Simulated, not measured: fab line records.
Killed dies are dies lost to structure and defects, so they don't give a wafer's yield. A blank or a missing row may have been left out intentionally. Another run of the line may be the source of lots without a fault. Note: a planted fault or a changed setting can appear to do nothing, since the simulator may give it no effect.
Which tool is to blame? / flow sky130 / 42 wafers from 14 lots sampled at 5 of the route's 708 steps

## WHAT THE GAUGES SHOWED, per wafer
SKY_SONOS_ONO_THK_MEAS_01.
lot=L434; measured=day 11 11:01; on=film metro-01; SONOS_ONO_OXIDATION_THK (nm)=2.70 2.59 2.67
lot=L435; measured=day 11 13:04; on=film metro-03; SONOS_ONO_OXIDATION_THK (nm)=2.59 2.61 2.53
lot=L436; measured=day 12 00:31; on=film metro-01; SONOS_ONO_OXIDATION_THK (nm)=2.55 2.61 2.51
lot=L437; measured=day 12 04:04; on=film metro-03; SONOS_ONO_OXIDATION_THK (nm)=2.60 2.65 2.64
lot=L439; measured=day 14 04:02; on=film metro-03; SONOS_ONO_OXIDATION_THK (nm)=2.56 2.63 2.58
lot=L444; measured=day 14 18:40; on=film metro-01; SONOS_ONO_OXIDATION_THK (nm)=2.78 2.68 2.73
lot=L443; measured=day 14 21:32; on=film metro-01; SONOS_ONO_OXIDATION_THK (nm)=2.72 2.62 2.68
lot=L448; measured=day 16 12:59; on=film metro-04; SONOS_ONO_OXIDATION_THK (nm)=2.57 2.62 2.57
lot=L449; measured=day 17 06:42; on=film metro-01; SONOS_ONO_OXIDATION_THK (nm)=2.62 2.54 2.52
lot=L451; measured=day 17 22:58; on=film metro-01; SONOS_ONO_OXIDATION_THK (nm)=2.60 2.57 2.62
lot=L453; measured=day 18 18:10; on=film metro-03; SONOS_ONO_OXIDATION_THK (nm)=2.54 2.59 2.57
lot=L454; measured=day 19 02:29; on=film metro-01; SONOS_ONO_OXIDATION_THK (nm)=2.60 2.67 2.48
lot=L455; measured=day 19 06:52; on=film metro-04; SONOS_ONO_OXIDATION_THK (nm)=2.56 2.57 2.61
lot=L457; measured=day 19 12:10; on=film metro-01; SONOS_ONO_OXIDATION_THK (nm)=2.59 2.59 2.58

SKY_SONOS_ONO_OVL_MEAS_14.
lot=L434; measured=day 12 14:53; on=overlay-02; SONOS_ONO_OVL (nm)=1.4 1.5 1.7
lot=L435; measured=day 12 18:50; on=overlay-01; SONOS_ONO_OVL (nm)=0.8 -1.0 -0.4
lot=L436; measured=day 13 04:43; on=overlay-02; SONOS_ONO_OVL (nm)=-1.4 -2.8 -1.1
lot=L437; measured=day 13 08:50; on=overlay-02; SONOS_ONO_OVL (nm)=-0.5 -1.4 -0.8
lot=L439; measured=day 15 08:44; on=overlay-01; SONOS_ONO_OVL (nm)=-0.8 0.6 0.8
lot=L444; measured=day 15 23:53; on=overlay-02; SONOS_ONO_OVL (nm)=-1.2 -1.0 0.5
lot=L443; measured=day 16 04:08; on=overlay-02; SONOS_ONO_OVL (nm)=-1.2 -1.6 -1.9
lot=L448; measured=day 17 21:26; on=overlay-02; SONOS_ONO_OVL (nm)=0.3 -0.5 3.0
lot=L449; measured=day 18 14:01; on=overlay-02; SONOS_ONO_OVL (nm)=1.8 1.9 2.3
lot=L451; measured=day 19 07:29; on=overlay-01; SONOS_ONO_OVL (nm)=-1.2 -2.1 -0.5
lot=L453; measured=day 20 02:37; on=overlay-02; SONOS_ONO_OVL (nm)=-0.2 -1.0 0.1
lot=L454; measured=day 20 11:17; on=overlay-01; SONOS_ONO_OVL (nm)=-2.4 -0.8 0.1
lot=L455; measured=day 20 15:29; on=overlay-01; SONOS_ONO_OVL (nm)=-1.2 -2.0 -1.5
lot=L457; measured=day 20 21:14; on=overlay-01; SONOS_ONO_OVL (nm)=-0.4 -1.0 -1.0

SKY_POLY_GATE_THK_MEAS_21.
lot=L434; measured=day 16 09:50; on=film metro-04; POLY_GATE_OXIDATION_THK (nm)=4.01 4.07 3.98
lot=L435; measured=day 16 15:56; on=film metro-02; POLY_GATE_OXIDATION_THK (nm)=4.02 4.10 3.95
lot=L436; measured=day 17 01:10; on=film metro-04; POLY_GATE_OXIDATION_THK (nm)=3.94 3.95 4.04
lot=L437; measured=day 17 04:44; on=film metro-03; POLY_GATE_OXIDATION_THK (nm)=3.94 4.09 4.01
lot=L439; measured=day 19 17:38; on=film metro-03; POLY_GATE_OXIDATION_THK (nm)=4.10 4.14 4.15
lot=L444; measured=day 20 06:14; on=film metro-02; POLY_GATE_OXIDATION_THK (nm)=4.22 4.07 4.24
lot=L443; measured=day 20 06:14; on=film metro-03; POLY_GATE_OXIDATION_THK (nm)=3.99 3.89 4.09
lot=L448; measured=day 22 05:18; on=film metro-04; POLY_GATE_OXIDATION_THK (nm)=3.97 3.97 4.04
lot=L449; measured=day 23 03:58; on=film metro-02; POLY_GATE_OXIDATION_THK (nm)=4.04 3.97 3.99
lot=L451; measured=day 23 16:55; on=film metro-03; POLY_GATE_OXIDATION_THK (nm)=3.84 3.93 3.89
lot=L453; measured=day 24 07:58; on=film metro-02; POLY_GATE_OXIDATION_THK (nm)=4.00 3.96 3.99
lot=L454; measured=day 24 19:13; on=film metro-02; POLY_GATE_OXIDATION_THK (nm)=3.98 3.92 4.03
lot=L455; measured=day 24 22:46; on=film metro-03; POLY_GATE_OXIDATION_THK (nm)=4.07 4.13 4.11
lot=L457; measured=day 25 10:48; on=film metro-03; POLY_GATE_OXIDATION_THK (nm)=4.11 4.09 4.01

SKY_LDD_P_TW_MEAS_11.
lot=L434; measured=day 18 21:28; on=film metro-02; LDD_P_TW=637 638 637
lot=L435; measured=day 19 04:53; on=film metro-01; LDD_P_TW=637 634 638
lot=L436; measured=day 19 14:41; on=film metro-03; LDD_P_TW=640 643 641
lot=L437; measured=day 19 18:17; on=film metro-03; LDD_P_TW=640 641 637
lot=L439; measured=day 22 06:23; on=film metro-01; LDD_P_TW=638 636 639
lot=L444; measured=day 22 18:09; on=film metro-02; LDD_P_TW=637 641 641
lot=L443; measured=day 22 18:43; on=film metro-03; LDD_P_TW=636 634 637
lot=L448; measured=day 24 19:50; on=film metro-02; LDD_P_TW=619 614 613
lot=L449; measured=day 25 18:36; on=film metro-03; LDD_P_TW=610 605 607
lot=L451; measured=day 26 07:06; on=film metro-03; LDD_P_TW=641 636 636
lot=L453; measured=day 26 20:59; on=film metro-02; LDD_P_TW=644 642 644
lot=L454; measured=day 27 06:21; on=film metro-01; LDD_P_TW=636 636 637
lot=L455; measured=day 27 10:14; on=film metro-03; LDD_P_TW=635 632 633
lot=L457; measured=day 27 22:31; on=film metro-02; LDD_P_TW=641 637 636

## EACH LOT AND THE TOOL THAT RAN IT (in order: tool; ch and the chambers of the sampled wafers; start)
lot=L434; SKY_LDD_P_IMPLANT_09=implanter-02 ch 0, day 18 21:14
lot=L435; SKY_LDD_P_IMPLANT_09=implanter-02 ch 0, day 19 04:40
lot=L436; SKY_LDD_P_IMPLANT_09=implanter-01 ch 0, day 19 14:26
lot=L437; SKY_LDD_P_IMPLANT_09=implanter-02 ch 0, day 19 18:02
lot=L439; SKY_LDD_P_IMPLANT_09=implanter-03 ch 0, day 22 06:09
lot=L444; SKY_LDD_P_IMPLANT_09=implanter-03 ch 0, day 22 17:54
lot=L443; SKY_LDD_P_IMPLANT_09=implanter-02 ch 0, day 22 18:28
lot=L448; SKY_LDD_P_IMPLANT_09=implanter-02 ch 0, day 24 19:35
lot=L449; SKY_LDD_P_IMPLANT_09=implanter-02 ch 0, day 25 18:22
lot=L451; SKY_LDD_P_IMPLANT_09=implanter-01 ch 0, day 26 06:51
lot=L453; SKY_LDD_P_IMPLANT_09=implanter-03 ch 0, day 26 20:45
lot=L454; SKY_LDD_P_IMPLANT_09=implanter-03 ch 0, day 27 06:06
lot=L455; SKY_LDD_P_IMPLANT_09=implanter-03 ch 0, day 27 10:01
lot=L457; SKY_LDD_P_IMPLANT_09=implanter-02 ch 0, day 27 22:16
- SKY_LDD_P_IMPLANT_09

## AS READ BY THE TOOLS THEMSELVES (means over the sampled wafers that have a number; for cases with no such wafer, the mark the record gives instead)
The record holds no such reading with a usual standard deviation.

## THE ANSWER, worked out from the rows above alone
Rule: the usual values come from the lots themselves. The widest of any qualifying gaps counts: lots, ordered by their means at a reading, are off when they make up no more than a third of the lots, leave a main group of 4 or more, and stand apart from it by 3 or more times the standard deviation of that group's means. If all means in a main group match to the digits the tables above print for the reading, that group is not used. Also off: a lot with no number at a reading for which 4 or more lots have one. The other lots that the step has rows for count as sound. Order of review: gauges by route order, followed by the tools' own readings, for which a lot's mean as printed above is used. At the first step where some lot is off, the reading lying furthest off is the one used; lots without a number count as furthest.
Off: L448, L449, seen at SKY_LDD_P_TW_MEAS_11 (LDD_P_TW). The main group has a mean of 638 with a standard deviation of 2.5.
A tool fits if, at a process step before that reading, it ran every lot that is off, and no sound lot after the first of them. The gauges at SKY_LDD_P_TW_MEAS_11 are tried like those tools. Of those tried, none fits.

## WHAT THE SIMULATOR PUT IN
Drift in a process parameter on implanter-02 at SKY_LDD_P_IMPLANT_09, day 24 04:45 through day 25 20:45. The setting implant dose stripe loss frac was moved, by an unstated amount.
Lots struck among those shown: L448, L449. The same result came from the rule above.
